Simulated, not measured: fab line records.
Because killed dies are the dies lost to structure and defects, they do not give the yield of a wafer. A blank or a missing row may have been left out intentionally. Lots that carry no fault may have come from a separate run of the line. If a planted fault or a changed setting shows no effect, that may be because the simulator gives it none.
Struck lot and sound lot, side by side / flow sky130 / 17 out of 708 route steps
Sound: these wafers, L493.2, L493.4, L493.6. The struck wafers were L507.1, L507.5, L507.6. The cause comes at the end.
At each step with rows: each side's tool, then ch and its chambers, then its first start. Under that, the readings that differ: sound wafers / struck wafers / difference of the means / sigmas: that difference in standard deviations of wafers without a fault.
alike: readings with means less than 2 such deviations apart, plus words and numbers identical on both sides. not compared: withheld readings, readings lacking a value on some wafer, bounds such as >300 that could conceal the same value, and numbers that have no deviation in the record and whose values overlap.
Wherever a step has rows on one side only, a row that says differs or no value, or a row with sigmas, the two part there. Numbers that don't overlap but have no deviation are shown without sigmas and don't part them. Lack of a reading on every wafer of one side parts them only where that side has two or more wafers.

first, 5 steps without rows for these wafers: SKY_SD_N_COAT_02 (resist thk 1140 nm); SKY_SD_N_SOFTBAKE_03 (time 60 s); SKY_SD_N_EXPOSE_04 (exposes mask NSDM, target cd 380 nm); SKY_SD_N_PEB_05; SKY_SD_N_DEVELOP_06 (develop time 60 s).
SKY_SD_N_CD_MEAS_07 targets a cd of 380 nm.
  sound on cd_sem-02 at day 27 08:24; struck on cd_sem-02 at day 32 04:51
  alike: cd_nm
SKY_SD_N_OVL_MEAS_08:
  sound on overlay-02 at day 27 08:31; struck on overlay-01 at day 32 04:58
  alike: SD_N_OVL
then, 2 steps without rows for these wafers: SKY_SD_N_IMPLANT_09; SKY_SD_N_IMPLANT_10.
SKY_SD_N_STRIP_11: strips in O2/N2.
  sound on plasma_asher-04 ch 0,1, day 27 08:50; struck on plasma_asher-01 ch 0,1, day 32 05:18
reading=strip_time_to_endpoint_s (s); sound=22.61 22.59 22.62; struck=22.49 22.58 22.53; difference=-0.07; sigmas=-2
  alike: drypump_motor_current_A, n2_flow_sccm, oes_product_au
  not compared: rf_hours_counter_h
SKY_SD_N_TW_MEAS_12:
  sound on film_metro-02 at day 27 08:57; struck on film_metro-02 at day 32 05:24
  alike: SD_N_TW
then, 1 step without rows for these wafers: SKY_SD_N_CLEAN_13 (cleans in SC1/SC2, time 150 s).
SKY_SD_N_RTA_14: time 2 s.
  sound on rtp_anneal-02 ch 0, day 27 09:04; struck on rtp_anneal-01 ch 0, day 32 05:31
reading=lamp_power_pct (%); sound=15.70 15.70 15.88; struck=14.35 14.23 14.34; difference=-1.45; sigmas=-28
  alike: chamber_o2_ppm, wafer_temp_C_max
SKY_SD_N_RS_MEAS_16: a four-point-probe measurement.
  sound on film_metro-03 at day 27 09:15; struck on film_metro-03 at day 32 05:41
reading=SD_N_RS (ohm/sq); sound=68.53 68.71 68.71; struck=75.05 74.92 74.82; difference=+6.28; sigmas=+48
SKY_SD_N_RS_MEAS_17: a four-point-probe measurement.
  sound on film_metro-03 at day 27 09:22; struck on film_metro-03 at day 32 05:49
reading=SD_P_RS (ohm/sq); sound=147.7 148.1 148.5; struck=186.7 186.5 186.5; difference=+38.5; sigmas=+89
SKY_SD_N_RS_MEAS_18: a four-point-probe measurement.
  sound on film_metro-03 at day 27 09:29; struck on film_metro-03 at day 32 05:56
reading=RES_XHIGH_RS (ohm/sq); sound=332.1 333.3 332.9; struck=337.3 336.8 336.5; difference=+4.1; sigmas=+3
-- a jump in the record: the struck wafers' starts before and after are 17 days apart (it breaks off in module SD_N and resumes in module PAD_OPEN, where the first step shown is number 708 of the route) --
SKY_PAD_OPEN_PROBE_99:
  sound on prober-01 at day 45 03:37; struck on prober-01 at day 48 19:55
reading=model.etest.res_xhigh_po.line_ohm_um; sound=5720 5444 5561; struck=8696 8759 8733; difference=+3154; sigmas=
reading=model.etest.res_xhigh_po.rs_ohm_sq; sound=1980 1948 1980; struck=3042 3025 3058; difference=+1072; sigmas=
reading=model.etest.tip_p.rs_ohm_sq; sound=6913 7029 6949; struck=7386 7318 7381; difference=+398; sigmas=
reading=model.etest.pfet_01v8.r_on_ohm_um; sound=2936 2938 2950; struck=3379 3357 3434; difference=+449; sigmas=
reading=model.etest.res_pdiff.line_ohm_um; sound=1356 1385 1375; struck=1796 1833 1800; difference=+438; sigmas=
reading=model.etest.res_high_po.line_ohm_um; sound=760.5 739.6 748.5; struck=1049 1083 1062; difference=+315; sigmas=
reading=model.etest.licon_high_po.rc_ohm; sound=351.3 359.1 359.3; struck=668 642.7 616.2; difference=+286; sigmas=
reading=model.etest.pfet_g5v0d10v5.r_on_ohm_um; sound=4820 4872 4848; struck=4952 4937 4983; difference=+111; sigmas=
  alike: killed_at_M0_to_M3, killed_at_M4_up, killed_at_contacts, killed_at_front_end, killed_at_other, killed_dies, killed_open, killed_short

== WHERE THEY PART ==
First at SKY_SD_N_STRIP_11; last, within this record, at SKY_SD_N_RS_MEAS_18. Later steps at which nothing parts them and some readings are alike: SKY_PAD_OPEN_PROBE_99.

WHY: whatever the simulator had introduced
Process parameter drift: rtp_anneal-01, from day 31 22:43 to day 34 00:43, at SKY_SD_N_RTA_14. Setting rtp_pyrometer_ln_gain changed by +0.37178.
